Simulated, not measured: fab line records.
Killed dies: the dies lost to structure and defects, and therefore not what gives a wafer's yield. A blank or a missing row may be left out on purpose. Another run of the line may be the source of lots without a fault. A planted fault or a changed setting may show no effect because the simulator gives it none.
The tool behind it: which one? || flow gf180mcu || 39 wafers from 13 lots sampled at 3 of the route's 602 steps

## WHAT THE GAUGES READ, wafer by wafer
GF_VT_IMPLANT_TW_MEAS_21. Usual: VT_IMPLANT_2_TW gives 1235 (standard deviation 11).
{"lot": "L467", "measured": "day 6 03:01", "on": "film metro-01", "VT_IMPLANT_2_TW": "1234 1233 1235", "flag": ""}
{"lot": "L468", "measured": "day 6 13:39", "on": "film metro-04", "VT_IMPLANT_2_TW": "1249 1243 1246", "flag": ""}
{"lot": "L470", "measured": "day 6 22:11", "on": "film metro-04", "VT_IMPLANT_2_TW": "1247 1238 1238", "flag": ""}
{"lot": "L472", "measured": "day 7 11:03", "on": "film metro-01", "VT_IMPLANT_2_TW": "1229 1227 1224", "flag": ""}
{"lot": "L473", "measured": "day 7 18:47", "on": "film metro-02", "VT_IMPLANT_2_TW": "1226 1233 1234", "flag": ""}
{"lot": "L475", "measured": "day 8 05:37", "on": "film metro-04", "VT_IMPLANT_2_TW": "1252 1246 1241", "flag": ""}
{"lot": "L477", "measured": "day 8 21:29", "on": "film metro-01", "VT_IMPLANT_2_TW": "1232 1228 1230", "flag": ""}
{"lot": "L480", "measured": "day 9 14:53", "on": "film metro-04", "VT_IMPLANT_2_TW": "1246 1253 1257", "flag": ""}
{"lot": "L483", "measured": "day 10 14:16", "on": "film metro-01", "VT_IMPLANT_2_TW": "1099 1091 1173 1092 1090 1168", "flag": "OFF"}
{"lot": "L484", "measured": "day 10 20:52", "on": "film metro-01", "VT_IMPLANT_2_TW": "1180 1179 1149 1183 1184 1155", "flag": "OFF"}
{"lot": "L485", "measured": "day 11 00:56", "on": "film metro-01", "VT_IMPLANT_2_TW": "1218 1207 1137 1212 1207 1139", "flag": "OFF"}
{"lot": "L486", "measured": "day 11 06:15", "on": "film metro-02", "VT_IMPLANT_2_TW": "1114 1208 1184 1112 1219 1180", "flag": "OFF"}
{"lot": "L488", "measured": "day 11 20:06", "on": "film metro-01", "VT_IMPLANT_2_TW": "1233 1229 1234", "flag": ""}

GF_POLY_GATE_CD_MEAS_10 targets a cd of 280 nm. Usual: cd nm at 280.1 nm, with a standard deviation of 1.
{"lot": "L467", "measured": "day 9 00:29", "on": "cd sem-02", "cd nm (nm)": "278.9 279.4 279.5", "flag": ""}
{"lot": "L468", "measured": "day 9 11:46", "on": "cd sem-02", "cd nm (nm)": "280.0 281.2 280.6", "flag": ""}
{"lot": "L470", "measured": "day 9 22:36", "on": "cd sem-01", "cd nm (nm)": "278.7 279.0 278.4", "flag": ""}
{"lot": "L472", "measured": "day 10 14:40", "on": "cd sem-02", "cd nm (nm)": "280.3 280.8 280.3", "flag": ""}
{"lot": "L473", "measured": "day 10 21:13", "on": "cd sem-01", "cd nm (nm)": "280.0 280.0 279.0", "flag": ""}
{"lot": "L475", "measured": "day 11 10:49", "on": "cd sem-01", "cd nm (nm)": "278.5 278.3 279.8", "flag": ""}
{"lot": "L477", "measured": "day 12 04:19", "on": "cd sem-01", "cd nm (nm)": "280.7 279.9 279.1", "flag": ""}
{"lot": "L480", "measured": "day 12 22:22", "on": "cd sem-02", "cd nm (nm)": "283.2 282.4 282.7", "flag": ""}
{"lot": "L483", "measured": "day 14 03:29", "on": "cd sem-01", "cd nm (nm)": "281.0 280.0 281.5", "flag": ""}
{"lot": "L484", "measured": "day 14 14:38", "on": "cd sem-02", "cd nm (nm)": "281.1 280.4 281.0", "flag": ""}
{"lot": "L485", "measured": "day 14 23:22", "on": "cd sem-01", "cd nm (nm)": "279.8 280.2 279.4", "flag": ""}
{"lot": "L486", "measured": "day 14 22:55", "on": "cd sem-01", "cd nm (nm)": "280.3 281.1 281.3", "flag": ""}
{"lot": "L488", "measured": "day 15 14:34", "on": "cd sem-01", "cd nm (nm)": "280.4 280.1 279.7", "flag": ""}

## TOOL THAT RAN EACH LOT (tool first, then ch and the chambers of the sampled wafers, then the start)
{"lot": "L467", "GF_VT_IMPLANT_IMPLANT_19": "implanter-04 ch 0, day 6 02:47"}
{"lot": "L468", "GF_VT_IMPLANT_IMPLANT_19": "implanter-02 ch 0, day 6 13:25"}
{"lot": "L470", "GF_VT_IMPLANT_IMPLANT_19": "implanter-02 ch 0, day 6 21:56"}
{"lot": "L472", "GF_VT_IMPLANT_IMPLANT_19": "implanter-04 ch 0, day 7 10:50"}
{"lot": "L473", "GF_VT_IMPLANT_IMPLANT_19": "implanter-02 ch 0, day 7 18:34"}
{"lot": "L475", "GF_VT_IMPLANT_IMPLANT_19": "implanter-02 ch 0, day 8 05:22"}
{"lot": "L477", "GF_VT_IMPLANT_IMPLANT_19": "implanter-04 ch 0, day 8 21:14"}
{"lot": "L480", "GF_VT_IMPLANT_IMPLANT_19": "implanter-03 ch 0, day 9 14:38"}
{"lot": "L483", "GF_VT_IMPLANT_IMPLANT_19": "implanter-02 ch 0, day 10 14:02"}
{"lot": "L484", "GF_VT_IMPLANT_IMPLANT_19": "implanter-02 ch 0, day 10 20:38"}
{"lot": "L485", "GF_VT_IMPLANT_IMPLANT_19": "implanter-02 ch 0, day 11 00:43"}
{"lot": "L486", "GF_VT_IMPLANT_IMPLANT_19": "implanter-02 ch 0, day 11 06:02"}
{"lot": "L488", "GF_VT_IMPLANT_IMPLANT_19": "implanter-03 ch 0, day 11 19:51"}
- GF_VT_IMPLANT_IMPLANT_19

## WHAT THE TOOLS THEMSELVES READ (means of the sampled wafers that have a number; where no wafer has one, the mark that the record gives instead)
GF_VT_IMPLANT_IMPLANT_19. Usual: faraday current uA at 25.9, with a standard deviation of 0.47.
{"lot": "L467", "tool": "implanter-04", "faraday current uA": 25.9, "flag": ""}
{"lot": "L468", "tool": "implanter-02", "faraday current uA": 25.9, "flag": ""}
{"lot": "L470", "tool": "implanter-02", "faraday current uA": 25.7, "flag": ""}
{"lot": "L472", "tool": "implanter-04", "faraday current uA": 25.7, "flag": ""}
{"lot": "L473", "tool": "implanter-02", "faraday current uA": 26.0, "flag": ""}
{"lot": "L475", "tool": "implanter-02", "faraday current uA": 26.5, "flag": ""}
{"lot": "L477", "tool": "implanter-04", "faraday current uA": 26.0, "flag": ""}
{"lot": "L480", "tool": "implanter-03", "faraday current uA": 25.9, "flag": ""}
{"lot": "L483", "tool": "implanter-02", "faraday current uA": 25.7, "flag": ""}
{"lot": "L484", "tool": "implanter-02", "faraday current uA": 25.7, "flag": ""}
{"lot": "L485", "tool": "implanter-02", "faraday current uA": 26.0, "flag": ""}
{"lot": "L486", "tool": "implanter-02", "faraday current uA": 25.8, "flag": ""}
{"lot": "L488", "tool": "implanter-03", "faraday current uA": 25.9, "flag": ""}

## THE ANSWER, worked out from the rows above alone
Rule: take the mean of a lot's wafers that have a number; if it is more than 3 standard deviations from the usual mean, the lot is off. Also off: a lot with no number at a reading for which 4 or more lots have one. Where the step has rows for the other lots, those lots are counted as sound. After the gauges, taken in route order, come the tools' own readings; for these a lot's mean is taken, as printed above. At the first step where some lot is off, the reading lying furthest off is the one used; lots without a number count as furthest.
Off: L483, L484, L485, L486, at GF_VT_IMPLANT_TW_MEAS_21 (VT_IMPLANT_2_TW).
A tool fits if, at a process step before that reading, it ran every lot that is off, and no sound lot after the first of them. Those tools and the gauges at GF_VT_IMPLANT_TW_MEAS_21 are tried in the same way. One fits: GF_VT_IMPLANT_IMPLANT_19 on implanter-02. A fault onset in the window from L475 (day 8 05:22, its last sound lot) to L483 (day 10 14:02, its first lot off) fits.

## WHAT THE SIMULATOR HAD INSERTED
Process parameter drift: implanter-02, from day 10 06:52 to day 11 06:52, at GF_VT_IMPLANT_IMPLANT_19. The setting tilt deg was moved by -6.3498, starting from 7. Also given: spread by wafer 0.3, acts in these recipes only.
Struck lots among those shown: L483, L484, L485, L486. Same finding as the rule above.
